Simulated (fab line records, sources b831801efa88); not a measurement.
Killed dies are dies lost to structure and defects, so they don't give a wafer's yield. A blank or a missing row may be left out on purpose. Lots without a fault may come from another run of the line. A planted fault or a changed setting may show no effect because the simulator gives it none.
fab line records | flow gf180mcu
record lots=13 wafers=39 last_day=34
route steps=602 shown CONTACT@289 V1@336
lots that met no fault: from a run of the same line without faults
start_h: hours from the record's first day to the start of the lot's first wafer shown | wait_h: hours since the lot's step before | " the same as in the row above | L1.1+2: a row that stands for several wafers | - no value, or no start given | * or withheld: withheld | < > ~ a bound
route shown NAME@n: a module of which the file shows steps, and the number in the route of the first | usual: mean/standard deviation of fault-free wafers | same: alike in all rows | chamber/n: place in a boat | sites: the reading at each site | _std_site: their standard deviation | _edge_site: outer sites' mean less inner sites' | radius_mm: how far each site lies from the wafer's centre | mask NAME#n: copy n | behind: the tool/chamber that last shaped the wafer | hold: why the lot was held/for how many hours/how that ended | device: the transistor (n, p or np) that didn't switch | end of line: the same wafers' tests at the end of the route | a step without rows: its recipe alone | killed: dies lost to structure and defects at the first sort, not the wafer's yield | map: a wafer's dies, x killed, . not, _ none there
set.NAME: the setting as run; set.NAME@STEP: as run at that earlier step | model.NAME: the simulator's own value behind a step, which no gauge read
steps of the route over a sample of lots; a table a step, a row a wafer
services: from which hour (start_h, from the record's first day; less than 0 if before it) a tool's chamber was out of use, for how many hours, and why
## steps
# step GF_CONTACT_CVD_02
# recipe material=SiO2 target_thk_nm=860 precursor=TEOS temp_c=400 time_s=95.992 rf_w=600
# usual heater_power_w=638/70 rf_fwd_power_W=596.6/2
# columns lot.wafer tool chamber start_h wait_h heater_power_w rf_fwd_power_W
L617.1 pecvd-01 2 334.49 0.1 671 598.3
L617.4 " 1 " " 638 592.8
L617.6 " 2 " " 719 599.6
L620.1 pecvd-01 1 365.99 0.1 728 595.3
L620.3 " 0 " " 552 597.0
L620.6 " 2 " " 599 596.1
L621.2 pecvd-03 0 375.09 0.0 733 597.0
L621.3 " 1 " " 688 597.5
L621.6 " 1 " " 729 597.3
L622.2 pecvd-01 0 390.14 0.0 630 595.9
L622.3 " 1 " " 615 594.6
L622.6 " 0 " " 642 597.1
L625.2 pecvd-04 0 422.44 0.0 534 596.8
L625.3 " 1 " " 544 596.9
L625.4 " 1 " " 578 595.9
L626.2 pecvd-03 1 430.77 0.0 731 600.2
L626.4 " 0 " " 656 598.2
L626.5 " 1 " " 752 597.3
L627.2 pecvd-01 0 432.02 0.0 590 597.6
L627.3 " 1 " " 718 599.0
L627.5 " 2 " " 535 596.2
L629.3 pecvd-01 0 444.97 0.0 655 596.6
L629.5 " 2 " " 663 598.1
L629.6 " 0 " " 523 597.1
L634.2 pecvd-03 0 485.64 0.0 726 597.1
L634.3 " 1 " " 729 596.4
L634.6 " 0 " " 586 597.0
L636.1 pecvd-04 1 503.81 0.1 513 597.3
L636.3 " 0 " " 576 594.6
L636.5 " 2 " " 639 595.6
L638.2 pecvd-01 1 526.34 0.0 732 592.6
L638.4 " 1 " " 600 594.4
L638.6 " 2 " " 621 599.5
L639.2 pecvd-03 2 531.53 0.0 750 594.3
L639.4 " 1 " " 744 599.8
L639.6 " 0 " " 700 598.5
L640.3 pecvd-01 0 536.43 0.0 642 597.2
L640.5 " 2 " " 652 597.2
L640.6 " 0 " " 532 597.1
# step GF_CONTACT_CMP_04
# recipe material=SiO2 down_force_psi=4 platen_rpm=60 pad_velocity_m_s=0.94248
# usual head_pressure_psi=3.999/0.0089 motor_current_A=12.6/0.74 time_to_endpoint_s=111/4.9
# columns lot.wafer tool chamber start_h wait_h head_pressure_psi motor_current_A time_to_endpoint_s
L617.1 cmp-01 1 334.62 0.1 4.001 12.3 104
L617.4 " 2 " " 4.010 12.0 108
L617.6 " 1 " " 4.016 12.3 110
L620.3 cmp-01 3 366.12 0.0 4.002 11.6 104
L620.1 " 0 " " 4.011 13.6 109
L620.6 " 3 " " 4.007 11.2 112
L621.2 cmp-01 2 375.22 0.0 3.992 11.9 102
L621.3 " 3 " " 3.997 11.1 103
L621.6 " 2 " " 4.006 11.8 113
L622.3 cmp-01 3 390.33 0.1 4.003 11.4 106
L622.2 " 1 " " 4.003 12.7 105
L622.6 " 2 " " 3.989 12.0 109
L625.4 cmp-01 1 422.57 0.0 3.990 12.8 113
L625.2 " 2 " " 4.019 11.8 115
L625.3 " 0 " " 3.986 13.3 106
L626.4 cmp-02 0 430.90 0.0 4.000 12.8 116
L626.2 " 2 " " 3.997 13.0 112
L626.5 " 0 " " 3.999 12.8 118
L627.3 cmp-02 1 432.25 0.1 4.002 14.3 119
L627.2 " 2 " " 4.014 12.7 111
L627.5 " 0 " " 3.992 12.3 119
L629.3 cmp-01 2 445.15 0.1 3.992 11.7 111
L629.6 " 1 " " 3.997 12.6 118
L629.5 " 2 " " 3.988 12.6 119
L634.2 cmp-02 0 485.77 0.0 4.005 12.1 108
L634.3 " 1 " " 4.002 14.1 110
L634.6 " 0 " " 4.018 12.5 114
L636.3 cmp-02 0 504.04 0.1 3.983 12.1 109
L636.1 " 1 " " 4.007 13.6 110
L636.5 " 3 " " 4.009 12.4 115
L638.2 cmp-02 0 526.47 0.0 3.980 12.4 112
L638.4 " 3 " " 3.997 12.0 113
L638.6 " 1 " " 3.982 13.8 116
L639.2 cmp-02 0 531.71 0.1 4.001 12.1 105
L639.4 " 1 " " 4.000 14.1 113
L639.6 " 0 " " 3.996 13.2 113
L640.3 cmp-02 2 536.56 0.0 4.002 13.8 103
L640.5 " 2 " " 3.989 13.5 110
L640.6 " 3 " " 4.007 12.9 111
# step GF_V1_THK_MEAS_01
# recipe reads=SiO2_of_V1_CVD_00
# usual V1_CVD_00_THK=601/4.9
# columns lot.wafer tool chamber start_h wait_h V1_CVD_00_THK[nm]
L617.1 film_metro-01 - 381.37 0.0 596
L617.4 " - " " 597
L617.6 " - " " 591
L620.1 film_metro-03 - 415.47 0.0 599
L620.3 " - " " 601
L620.6 " - " " 607
L621.2 film_metro-04 - 425.24 0.0 602
L621.3 " - " " 602
L621.6 " - " " 601
L622.2 film_metro-03 - 440.34 0.0 603
L622.3 " - " " 601
L622.6 " - " " 611
L625.2 film_metro-04 - 474.44 0.0 604
L625.3 " - " " 602
L625.4 " - " " 596
L626.2 film_metro-04 - 482.13 0.0 609
L626.4 " - " " 610
L626.5 " - " " 607
L627.2 film_metro-04 - 483.08 0.0 594
L627.3 " - " " 593
L627.5 " - " " 594
L629.3 film_metro-04 - 495.89 0.1 606
L629.5 " - " " 607
L629.6 " - " " 605
L634.2 film_metro-04 - 535.48 0.0 605
L634.3 " - " " 607
L634.6 " - " " 607
L636.1 film_metro-04 - 554.06 0.0 600
L636.3 " - " " 595
L636.5 " - " " 598
L638.2 film_metro-04 - 578.94 0.0 606
L638.4 " - " " 601
L638.6 " - " " 601
L639.2 film_metro-04 - 579.11 0.0 605
L639.4 " - " " 595
L639.6 " - " " 601
L640.3 film_metro-03 - 584.01 0.1 606
L640.5 " - " " 607
L640.6 " - " " 606
# step GF_V1_CMP_04
# recipe material=SiO2 down_force_psi=4 platen_rpm=60 pad_velocity_m_s=0.94248
# usual head_pressure_psi=4.000/0.0077 motor_current_A=12.5/0.84 time_to_endpoint_s=80/5.1
# columns lot.wafer tool chamber start_h wait_h head_pressure_psi motor_current_A time_to_endpoint_s
L617.1 cmp-02 1 381.56 0.1 3.986 14.0 73
L617.4 " 0 " " 4.007 12.1 80
L617.6 " 1 " " 3.995 14.0 80
L620.1 cmp-01 3 415.76 0.1 3.999 11.4 77
L620.3 " 0 " " 4.006 12.9 82
L620.6 " 2 " " 3.995 12.5 85
L621.3 cmp-02 0 425.73 0.3 3.989 12.3 83
L621.2 " 2 " " 3.995 13.2 89
L621.6 " 0 " " 4.000 12.5 92
L622.3 cmp-01 3 440.52 0.0 3.994 11.5 71
L622.2 " 0 " " 4.017 13.7 82
L622.6 " 3 " " 4.005 11.1 79
L625.4 cmp-02 2 474.82 0.2 4.012 13.2 79
L625.3 " 3 " " 4.017 12.0 71
L625.2 " 1 " " 3.997 13.3 77
L626.4 cmp-01 3 482.31 0.0 3.997 10.9 86
L626.2 " 0 " " 4.002 13.1 83
L626.5 " 3 " " 3.992 10.8 81
L627.2 cmp-02 2 483.25 0.0 3.998 12.7 71
L627.3 " 1 " " 3.998 14.1 74
L627.5 " 2 " " 4.004 13.4 80
L629.3 cmp-02 0 496.21 0.2 4.002 12.3 16
L629.5 " 1 " " 4.013 13.6 80
L629.6 " 2 " " 3.999 13.2 80
L634.3 cmp-01 0 535.66 0.0 4.006 13.4 78
L634.2 " 2 " " 4.000 11.9 74
L634.6 " 1 " " 4.009 12.3 76
L636.3 cmp-01 2 554.25 0.0 3.997 11.7 76
L636.1 " 1 " " 3.994 12.5 76
L636.5 " 2 " " 3.992 11.9 83
L638.4 cmp-01 3 579.92 0.8 4.015 11.2 79
L638.2 " 2 " " 3.998 11.2 79
L638.6 " 3 " " 4.011 11.0 77
L639.4 cmp-01 3 580.27 0.9 3.998 11.2 89
L639.2 " 1 " " 3.993 12.0 78
L639.6 " 2 " " 3.997 11.7 86
L640.3 cmp-01 2 584.33 0.2 3.999 11.0 81
L640.5 " 3 " " 3.993 11.0 86
L640.6 " 0 " " 3.992 13.1 84
# step GF_V1_BOW_MEAS_05
# recipe mode=bow
# usual V1_BOW=80/7.2
# columns lot.wafer tool chamber start_h wait_h hold V1_BOW[um]
L617.1 film_metro-03 - 381.86 0.2 - 82
L617.4 " - " " - 79
L617.6 " - " " - 88
L620.1 film_metro-01 - 415.96 0.1 - 86
L620.3 " - " " - 84
L620.6 " - " " - 97
L621.2 film_metro-01 - 426.00 0.1 - 82
L621.3 " - " " - 77
L621.6 " - " " - 67
L622.2 film_metro-04 - 440.84 0.2 - 69
L622.3 " - " " - 64
L622.6 " - " " - 93
L625.2 film_metro-04 - 475.14 0.1 - 89
L625.3 " - " " - 87
L625.4 " - " " - 70
L626.2 film_metro-03 - 482.63 0.2 - 78
L626.4 " - " " - 80
L626.5 " - " " - 72
L627.2 film_metro-01 - 483.57 0.3 - 89
L627.3 " - " " - 91
L627.5 " - " " - 79
L629.3 film_metro-03 - 496.40 0.1 await_dispo/0.2h/release 83
L629.5 " - " " await_dispo/0.2h/release 77
L629.6 " - " " await_dispo/0.2h/release 70
L629.3 film_metro-03 - 496.69 0.3 - -
L629.5 " - " " - -
L629.6 " - " " - -
L634.2 film_metro-04 - 535.98 0.2 - 76
L634.3 " - " " - 81
L634.6 " - " " - 75
L636.1 film_metro-01 - 554.55 0.1 - 81
L636.3 " - " " - 87
L636.5 " - " " - 86
L638.2 film_metro-04 - 580.24 0.1 - 81
L638.4 " - " " - 74
L638.6 " - " " - 74
L639.2 film_metro-01 - 580.54 0.1 - 68
L639.4 " - " " - 63
L639.6 " - " " - 72
L640.3 film_metro-03 - 584.52 0.1 - 77
L640.5 " - " " - 79
L640.6 " - " " - 80
# step GF_V1_ETCH_17
# recipe chemistry=C4F8/O2/Ar mask_material=KrF target=SiO2 stop_on=TiN source_w=1500 bias_w=1200 pressure_mtorr=40 c4f8_flow_sccm=withheld O2_flow_sccm=6 Ar_flow_sccm=300 time_s=withheld target_depth_a=6300
# usual bias_w=1200/3.7 chamber_pressure_mTorr=40.00/0.04 oes_product_au=0.856/0.0046 rf_fwd_power_W=1492/5.7
# columns lot.wafer tool chamber start_h wait_h bias_w chamber_pressure_mTorr oes_product_au rf_fwd_power_W
L617.1 rie_diel-03 1 - - 1195 39.95 0.852 1497
L617.4 " 0 " " 1197 39.94 0.846 1497
L617.6 " 1 " " 1197 39.98 0.854 1493
L620.1 rie_diel-02 0 - - 1198 40.05 0.857 1483
L620.3 " 2 " " 1196 40.00 0.859 1498
L620.6 " 3 " " 1204 39.95 0.850 1498
L621.2 rie_diel-03 0 - - 1199 40.00 0.855 1493
L621.3 " 3 " " 1206 40.02 0.857 1492
L621.6 " 0 " " 1205 40.02 0.855 1494
L622.2 rie_diel-02 1 - - 1209 39.98 0.853 1485
L622.3 " 3 " " 1197 40.08 0.856 1494
L622.6 " 1 " " 1200 39.95 0.855 1486
L625.2 rie_diel-03 1 - - 1202 40.03 0.845 1495
L625.3 " 0 " " 1198 40.04 0.861 1494
L625.4 " 2 " " 1197 40.00 0.856 1490
L626.2 rie_diel-03 2 - - 1195 40.03 0.849 1487
L626.4 " 0 " " 1210 40.00 0.857 1496
L626.5 " 2 " " 1192 39.98 0.852 1481
L627.2 rie_diel-04 0 - - 1196 40.00 0.857 1497
L627.3 " 2 " " 1198 40.04 0.856 1497
L627.5 " 1 " " 1200 40.06 0.856 1491
L629.3 rie_diel-03 0 - - 1198 39.95 0.976 1503
L629.5 " 3 " " 1196 40.04 0.864 1497
L629.6 " 0 " " 1196 40.07 0.852 1501
L634.2 rie_diel-04 0 - - 1199 40.00 0.859 1489
L634.3 " 1 " " 1197 39.98 0.857 1492
L634.6 " 1 " " 1199 40.03 0.859 1492
L636.1 rie_diel-04 0 - - 1200 40.01 0.861 1488
L636.3 " 3 " " 1203 39.96 0.859 1485
L636.5 " 0 " " 1197 39.99 0.857 1489
L638.2 rie_diel-04 2 - - 1199 39.98 0.860 1489
L638.4 " 1 " " 1196 40.00 0.852 1489
L638.6 " 1 " " 1196 39.99 0.859 1493
L639.2 rie_diel-03 1 - - 1201 40.04 0.863 1490
L639.4 " 2 " " 1201 40.03 0.854 1483
L639.6 " 2 " " 1196 40.03 0.859 1487
L640.3 rie_diel-02 0 - - 1202 39.94 0.855 1492
L640.5 " 3 " " 1200 39.99 0.858 1498
L640.6 " 2 " " 1195 40.11 0.860 1486
## services
# columns tool chamber start_h hours kind
pecvd-03 1 312.53 1.9 repair
cmp-01 - 318.15 0.5 repair
rie_diel-04 1 326.14 4.0 repair
rie_diel-04 0 341.37 4.1 repair
cmp-01 - 356.07 2.2 repair
pecvd-03 - 360.53 0.9 repair
pecvd-01 - 368.88 14.0 pm
pecvd-01 0 375.18 12.4 repair
rie_diel-03 0 375.78 9.7 repair
cmp-01 - 392.49 1.1 repair
cmp-02 - 408.11 3.6 repair
cmp-01 - 425.07 4.0 pm
cmp-02 - 434.70 1.2 repair
pecvd-01 - 446.65 2.5 repair
cmp-01 - 469.10 4.6 pm
cmp-01 - 474.09 1.1 repair
pecvd-01 - 491.58 16.6 repair
rie_diel-03 2 521.82 12.1 repair
rie_diel-03 2 542.11 2.7 repair
cmp-01 - 559.92 1.8 repair
pecvd-01 - 565.61 16.9 repair
cmp-02 - 572.14 4.0 pm
cmp-02 - 599.52 3.0 repair
cmp-01 - 604.98 0.5 repair
## key
first_sign step=GF_V1_CMP_04 reading=time_to_endpoint_s direction=down sigmas=13 usual=* struck=*
effect step=GF_V1_BOW_MEAS_05 reading=visit direction=added
effect step=GF_V1_ETCH_17 reading=oes_product_au direction=up sigmas=26 usual=0.856 struck=0.976
met_at GF_V1_CMP_04
struck_lots L629
struck_wafers L629.3
sort_left_out L629.3
not_acting_at GF_CONTACT_CVD_02,GF_CONTACT_CMP_04,GF_V1_THK_MEAS_01
onset_between 425.73 496.21
fault kind=process_parameter_drift tool=cmp-02 chamber=0 onset_h=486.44 steps=GF_V1_CMP_04 channel=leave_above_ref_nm offset=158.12 shape=step end_h=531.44 acts_in=these_recipes_only stated=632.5
# sort_left_out: the simulated sort isn't trusted on such a fault, so these wafers' sort isn't shown, and their yield isn't known
